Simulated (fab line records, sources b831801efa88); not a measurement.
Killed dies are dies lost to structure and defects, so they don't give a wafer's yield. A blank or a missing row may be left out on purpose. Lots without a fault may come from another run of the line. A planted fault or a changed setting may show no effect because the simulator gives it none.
Which tool did it? | flow sky130 | 15 lots, 45 wafers sampled, at 1 step of a route of 708

WHAT THE GAUGES READ, wafer by wafer
SKY_METAL4_OVL_MEAS_14. Usual: METAL4_OVL 0 nm, standard deviation 5.3.
lot  | measured     | on         | METAL4_OVL (nm) | flag
L531 | day 41 06:24 | overlay-02 | -3 0 5          |
L533 | day 42 09:31 | overlay-02 | -1 -2 1         |
L534 | day 42 20:36 | overlay-02 | 6 2 6           |
L536 | day 44 04:04 | overlay-02 | 10 7 20         |
L538 | day 44 15:53 | overlay-01 | -3 2 -1         |
L540 | day 44 17:01 | overlay-01 | 5 -2 0          |
L541 | day 44 17:11 | overlay-01 | 4 1 -4          |
L542 | day 44 17:33 | overlay-01 | 2 3 -1          |
L544 | day 45 13:59 | overlay-02 | -2 2 4          |
L543 | day 45 16:53 | overlay-01 | -4 -2 0         |
L549 | day 46 21:14 | overlay-01 | -7 -3 0         |
L551 | day 47 04:07 | overlay-01 | -5 -2 -11       |
L553 | day 47 15:28 | overlay-02 | 1 -3 0          |
L552 | day 47 16:44 | overlay-02 | -8 -12 -2       |
L554 | day 47 20:25 | overlay-02 | -4 -6 -6        |

WHICH TOOL RAN EACH LOT (tool, then ch and the chambers of the sampled wafers, then the start)
The record holds no process step before these readings.

WHAT THE TOOLS THEMSELVES READ (means of the sampled wafers that have a number; where no wafer has one, the mark that the record gives instead)
The record holds no such reading with a usual standard deviation.

THE ANSWER, worked out from the rows above alone
Rule: a lot is off if the mean of its wafers that have a number lies more than 3 standard deviations from the usual mean. A lot without any number at a reading at which 4 lots or more have one is off too. The other lots that the step has rows for count as sound. The gauges are gone through in route order, then the tools' own readings, and for those a lot's mean is taken as printed above. The first step at which some lot is off is used, and at that step the reading that is off furthest; a lot without a number counts as furthest.
No lot is off at any reading shown: from this, nothing can be told.

WHAT THE SIMULATOR HAD PUT IN
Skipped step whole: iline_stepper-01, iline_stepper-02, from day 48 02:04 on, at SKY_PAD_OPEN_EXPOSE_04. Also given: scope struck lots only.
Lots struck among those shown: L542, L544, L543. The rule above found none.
